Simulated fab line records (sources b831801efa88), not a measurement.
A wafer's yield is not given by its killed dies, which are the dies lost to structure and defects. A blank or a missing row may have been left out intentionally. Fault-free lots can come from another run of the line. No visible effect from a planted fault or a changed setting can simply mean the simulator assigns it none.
Matching of chambers || flow sky130 || SKY_LI_CONTACT_CMP_02 on cmp-01: 4 sister chambers
The step polishes PSG. 7 wafers are shown with their chamber, then 8 later ones without.

== EACH WAFER AND ITS CHAMBER ==
{"wafer": "L865.1", "chamber": 3, "timeToEndpointS (s)": 33.0, "motorCurrentA (A)": 12.6}
{"wafer": "L865.4", "chamber": 0, "timeToEndpointS (s)": 29.5, "motorCurrentA (A)": 11.8}
{"wafer": "L865.6", "chamber": 1, "timeToEndpointS (s)": 32.5, "motorCurrentA (A)": 12.3}
{"wafer": "L866.1", "chamber": 0, "timeToEndpointS (s)": 29.4, "motorCurrentA (A)": 11.4}
{"wafer": "L866.2", "chamber": 2, "timeToEndpointS (s)": 27.9, "motorCurrentA (A)": 12.9}
{"wafer": "L866.4", "chamber": 1, "timeToEndpointS (s)": 30.7, "motorCurrentA (A)": 13.2}
{"wafer": "L868.2", "chamber": 3, "timeToEndpointS (s)": 30.4, "motorCurrentA (A)": 12.9}

== WAFERS WITH NO CHAMBER GIVEN ==
{"wafer": "L868.3", "timeToEndpointS (s)": 29.7, "motorCurrentA (A)": 13.4}
{"wafer": "L868.4", "timeToEndpointS (s)": 27.5, "motorCurrentA (A)": 11.3}
{"wafer": "L869.1", "timeToEndpointS (s)": 33.2, "motorCurrentA (A)": 12.7}
{"wafer": "L869.3", "timeToEndpointS (s)": 32.3, "motorCurrentA (A)": 12.1}
{"wafer": "L869.4", "timeToEndpointS (s)": 32.6, "motorCurrentA (A)": 12.8}
{"wafer": "L873.4", "timeToEndpointS (s)": 33.4, "motorCurrentA (A)": 13.5}
{"wafer": "L873.5", "timeToEndpointS (s)": 34.2, "motorCurrentA (A)": 12.2}
{"wafer": "L873.6", "timeToEndpointS (s)": 33.7, "motorCurrentA (A)": 12.9}

== WHICH CHAMBER EACH ONE RAN IN ==
{"wafer": "L868.3", "from the rows above": "can't be placed: 2 or 1 or 3", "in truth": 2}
{"wafer": "L868.4", "from the rows above": 0, "in truth": 0}
{"wafer": "L869.1", "from the rows above": "can't be placed: 3 or 1", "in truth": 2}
{"wafer": "L869.3", "from the rows above": "can't be placed: 3 or 1 or 0", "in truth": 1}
{"wafer": "L869.4", "from the rows above": "can't be placed: 3 or 1", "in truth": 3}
{"wafer": "L873.4", "from the rows above": "can't be placed: 3 or 1", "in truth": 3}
{"wafer": "L873.5", "from the rows above": "can't be placed: 3 or 1 or 0", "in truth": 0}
{"wafer": "L873.6", "from the rows above": "can't be placed: 3 or 1", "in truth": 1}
1 of 8 placed correctly. Not placeable from these rows: 7 (in 6, the candidates include the true chamber). Wrongly placed: 0.
How it was worked out, from the rows above alone: a wafer's distance from a chamber is the root of the sum, over the readings, of the square of ((its reading less the chamber's mean) divided by the reading's scatter). The wafer belongs to the nearest chamber; if the next one is less than 2 further off, it can't be placed. A chamber's mean is the mean of its shown wafers. The scatter: the root of (the sum of the squares of (reading less its chamber's mean) over the shown wafers, divided by (wafers less chambers)).
